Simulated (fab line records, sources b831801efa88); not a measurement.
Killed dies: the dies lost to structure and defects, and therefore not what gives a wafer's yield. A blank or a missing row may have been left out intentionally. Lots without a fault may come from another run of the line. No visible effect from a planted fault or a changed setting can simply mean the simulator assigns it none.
Code-filled problem report in 8D (eight disciplines) form || flow gf180mcu || the parts of the form that need people (team, actions taken, sign-off) are left out

== 1. THE PROBLEM ==
overpolish-run-s at GF_V5_CMP_26 reads a mean of 16.863 s on 2 wafers of 2 lots; wafers without a fault read 15.000 s with a standard deviation of 0.0095. So: +99 or more standard deviations from the usual mean.
The step: polishes, stops on SiO2, t overpolish 15 s, target thk 0 nm.
First seen on wafer L567.5, day 29 06:56, on cmp-01. Wafers with a number at this step in the record: 39, from 13 lots. Rule for "out" (also "out of limits"): further than 4 standard deviations from the usual mean. All remaining wafers that have a number are taken as sound.

== 2. WHAT IT IS; WHAT IT IS NOT ==
{"question": "which readings at this step", "is": "overpolish-run-s", "is not": "motor-current-A, time-to-endpoint-s"}
{"question": "which lots", "is": "L567, L568", "is not": "L559, L561, L562, L563, L574, L575, L577, L579, L580, L581, L582"}
{"question": "which wafers of those lots", "is": "L567.5, L568.5", "is not": "L567.1, L567.4, L568.3, L568.4"}
{"question": "read on which tools", "is": "cmp-01", "is not": "cmp-02"}
{"question": "when", "is": "from day 29 06:56", "is not": "up to then (14 sound wafers); but 23 sound wafers of L568, L574, L575, L577, L579, L580, L581, L582 came after"}

== 3. THE SUSPECTS, EACH WITH WHAT RULES IT OUT ==
Counting: a tool at a process step up to the reading stays a suspect if it ran every lot that is out. Sound lots after the first of them don't rule it out here, since some wafers of a struck lot are sound.
- pvd-sputter-04 at GF_M2_SPUTTER_01 (material TiN, target thk 30 nm, time 25 s): kept. It ran every lot that is out, first L567 (day 20 16:28).
- cmp-01 at GF_V5_CMP_26 (polishes, stops on SiO2, t overpolish 15 s, target thk 0 nm): kept. It ran every lot that is out, first L567 (day 29 06:56); its last sound lot up to then is L563 (day 28 12:10). Its own readings are out on those wafers: overpolish-run-s.
- In cmp-01 at GF_V5_CMP_26, the wafers that are out were processed in chamber 1 and their sound lot-mates in chambers 0, 2, 3.
After counting, pvd-sputter-04 at GF_M2_SPUTTER_01 and cmp-01 at GF_V5_CMP_26 remain.

== 4. THE CAUSE (what the simulator had put in) ==
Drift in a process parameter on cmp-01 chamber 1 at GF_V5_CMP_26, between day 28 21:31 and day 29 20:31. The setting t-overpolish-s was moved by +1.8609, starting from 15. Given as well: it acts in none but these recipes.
After counting, 2 suspects remain, this tool included.

== 5. THE EFFECT CHAIN, in route order ==
Each row: a reading where the mean over the struck wafers with a number is more than 3 standard deviations away from the usual. Readings are gone through only where the record gives a usual standard deviation; hours: the median, over the lots, of the time from a lot's start at the first step in this table giving one to that lot's start at this step; sigmas: the change measured in usual standard deviations.
{"hours": 0, "step": "GF_V5_CMP_26", "reading": "overpolish-run-s", "usual": "15.000 s", "on struck wafers": 16.863, "change": "+1.863", "sigmas": "+99 or more"}
The process steps in it:
- GF_V5_CMP_26: polishes, stops on SiO2, t overpolish 15 s, target thk 0 nm.

== 6. WHAT WOULD HAVE CAUGHT IT SOONER ==
9 hours passed between the start of the fault at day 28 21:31 and the first reading out of limits in this record, taken at day 29 06:56.
